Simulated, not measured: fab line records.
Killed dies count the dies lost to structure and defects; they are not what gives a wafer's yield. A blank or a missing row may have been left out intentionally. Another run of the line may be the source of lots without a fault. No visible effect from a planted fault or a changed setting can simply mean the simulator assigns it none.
The tool behind it: which one? ; flow sky130 ; 13 lots with 39 wafers sampled at 2 steps, on a route of 708 steps

== WHAT THE GAUGES READ, wafer by wafer ==
SKY_FIELD_ISO_CD_MEAS_13 targets a cd of 150 nm.
lot;measured;on;cdNm (nm)
L261;day 2 11:46;cdSem-02;150.6 150.8 149.1
L264;day 3 02:41;cdSem-02;152.6 151.3 153.2
L265;day 3 06:20;cdSem-01;149.6 149.8 149.8
L267;day 3 18:41;cdSem-01;148.3 150.6 151.2
L268;day 3 23:11;cdSem-02;150.6 150.1 149.9
L270;day 4 10:38;cdSem-02;149.4 150.4 150.0
L271;day 4 15:23;cdSem-02;146.9 147.4 146.6
L275;day 5 10:50;cdSem-01;149.5 150.2 149.6
L277;day 5 20:20;cdSem-01;151.2 150.7 152.2
L279;day 6 09:35;cdSem-01;151.3 150.6 150.2
L280;day 6 15:29;cdSem-01;149.8 149.4 151.2
L282;day 7 00:21;cdSem-02;150.0 149.3 150.0
L283;day 7 06:32;cdSem-01;148.3 147.4 149.1

SKY_FIELD_ISO_THK_MEAS_23.
lot;measured;on;FIELD_ISO_OXIDATION_01_THK (nm)
L261;day 2 13:49;filmMetro-01;9.86 9.86 10.01
L264;day 3 05:36;filmMetro-02;9.91 9.98 9.66
L265;day 3 09:34;filmMetro-04;9.99 9.74 9.92
L267;day 3 20:31;filmMetro-01;10.37 10.15 10.30
L268;day 4 02:22;filmMetro-01;10.07 9.95 10.05
L270;day 4 12:30;filmMetro-01;9.83 10.06 9.94
L271;day 4 18:07;filmMetro-01;10.10 10.00 10.25
L275;day 5 14:51;filmMetro-04;10.01 9.97 10.14
L277;day 6 00:10;filmMetro-02;9.74 9.64 9.63
L279;day 6 14:01;filmMetro-02;10.27 10.29 10.31
L280;day 6 18:23;filmMetro-02;10.12 10.05 10.05
L282;day 7 02:45;filmMetro-01;9.98 9.87 9.94
L283;day 7 08:50;filmMetro-04;10.07 10.09 9.96

== WHICH TOOL RAN EACH LOT (tool, then ch and the chambers of the sampled wafers, then the start) ==
No process step before these readings appears in the record.

== AS READ BY THE TOOLS THEMSELVES (means over the sampled wafers that have a number; for cases with no such wafer, the mark the record gives instead) ==
The record holds no such reading with a usual standard deviation.

== THE ANSWER, worked out from the rows above alone ==
Rule: usual is defined by the lots themselves. The widest of any qualifying gaps counts: lots, ordered by their means at a reading, are off when they make up no more than a third of the lots, leave a main group of 4 or more, and stand apart from it by 3 or more times the standard deviation of that group's means. Not used: any main group whose means are identical at the precision the tables above print for the reading. Also off: a lot with no number at a reading for which 4 or more lots have one. Where the step has rows for the other lots, those lots are counted as sound. Order of review: gauges by route order, followed by the tools' own readings, for which a lot's mean as printed above is used. At the first step where some lot is off, the reading lying furthest off is the one used; lots without a number count as furthest.
None of the lots is off at any reading shown; this tells nothing.

== WHAT HAD BEEN PUT IN BY THE SIMULATOR ==
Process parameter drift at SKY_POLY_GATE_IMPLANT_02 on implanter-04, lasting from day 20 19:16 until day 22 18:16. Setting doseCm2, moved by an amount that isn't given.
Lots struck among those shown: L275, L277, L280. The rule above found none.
